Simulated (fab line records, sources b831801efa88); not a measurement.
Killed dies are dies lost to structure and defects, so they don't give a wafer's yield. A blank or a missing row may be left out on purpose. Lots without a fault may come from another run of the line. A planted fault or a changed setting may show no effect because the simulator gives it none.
One fault seen from 2 desks | flow gf180mcu | each desk has only its own numbers; what lay behind them comes last

THE METROLOGY DESK
What the gauges read, lot by lot, whatever tool the lot ran on: means of the sampled wafers that have a number. A lot is out of limits, marked OUT, if its mean lies more than 4 standard deviations from the usual mean; the brackets give that distance.
Columns: A = STI_CVD_23_THK at GF_STI_THK_MEAS_24, usual 651 nm; B = MVSD_OVL at GF_MVSD_OVL_MEAS_07, usual 0.6 nm; C = VT_IMPLANT_TW at GF_VT_IMPLANT_TW_MEAS_10, usual 569.9; D = cd_nm at GF_POLY_GATE_CD_MEAS_10, usual 279.7 nm
lot  | first seen here | A             | B    | C     | D
L376 | day 2 04:08     | 651           | 1.5  | 572.2 | 280.2
L377 | day 2 09:34     | 648           | 1.0  | 566.8 | 278.9
L378 | day 2 14:32     | 654           | 0.8  | 571.3 | 279.3
L379 | day 2 21:20     | 647           | 2.3  | 568.7 | 279.4
L380 | day 3 00:39     | 647           | 0.3  | 571.4 | 278.8
L381 | day 3 06:07     | 652           | -0.4 | 570.7 | 278.9
L382 | day 3 09:46     | 648           | -0.8 | 571.9 | 282.6
L388 | day 4 16:25     | 585 (-10) OUT | 0.3  | 568.4 | 279.3
L389 | day 4 22:28     | 656           | 2.0  | 566.6 | 280.9
L391 | day 5 08:28     | 520 (-20) OUT | 0.8  | 567.6 | 280.4
L392 | day 5 14:05     | 652           | 2.5  | 574.5 | 280.1
L394 | day 6 04:20     | 654           | 1.0  | 567.4 | 279.9
L397 | day 6 18:16     | 645           | 0.7  | 573.9 | 280.4
This desk's finding: out of limits on L388, L391; first on L388, day 4 16:25 (STI_CVD_23_THK at GF_STI_THK_MEAS_24). In limits: L376, L377, L378, L379, L380, L381, L382, L389, L392, L394, L397.

THE TOOL OWNER'S DESK: hdpcvd-01
The tool's own readings at GF_STI_CVD_23 (deposits SiO2, target thk 650 nm, time 108.3 s): means of the sampled wafers that have a number, for each lot that ran on this tool. A lot is out of limits, marked OUT, if its mean lies more than 4 standard deviations from the usual mean; the brackets give that distance.
Columns: A = susceptor_temp_C at GF_STI_CVD_23, usual 600.00 C
lot  | first seen here | A
L376 | day 2 04:04     | 600.05
L378 | day 2 14:28     | 599.87
L381 | day 3 06:01     | 599.93
L388 | day 4 16:20     | 599.80
L391 | day 5 08:23     | 600.28
This desk's finding: nothing out of limits on any of the 5 lots.

PUT TOGETHER
The metrology desk could have raised an alarm at day 4 16:25, on L388, L391.
The tool owner's desk saw nothing out of limits.
The tool owner's desk has L388, L391 on record, within its limits.
Of the lots named, all ran GF_STI_CVD_23 on hdpcvd-01.

WHAT THE SIMULATOR HAD PUT IN
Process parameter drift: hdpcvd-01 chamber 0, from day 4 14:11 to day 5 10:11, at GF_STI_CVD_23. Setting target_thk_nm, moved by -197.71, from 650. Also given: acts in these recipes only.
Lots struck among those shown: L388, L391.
Hours from the fault's start to each desk's first reading out of limits: the metrology desk, 2.
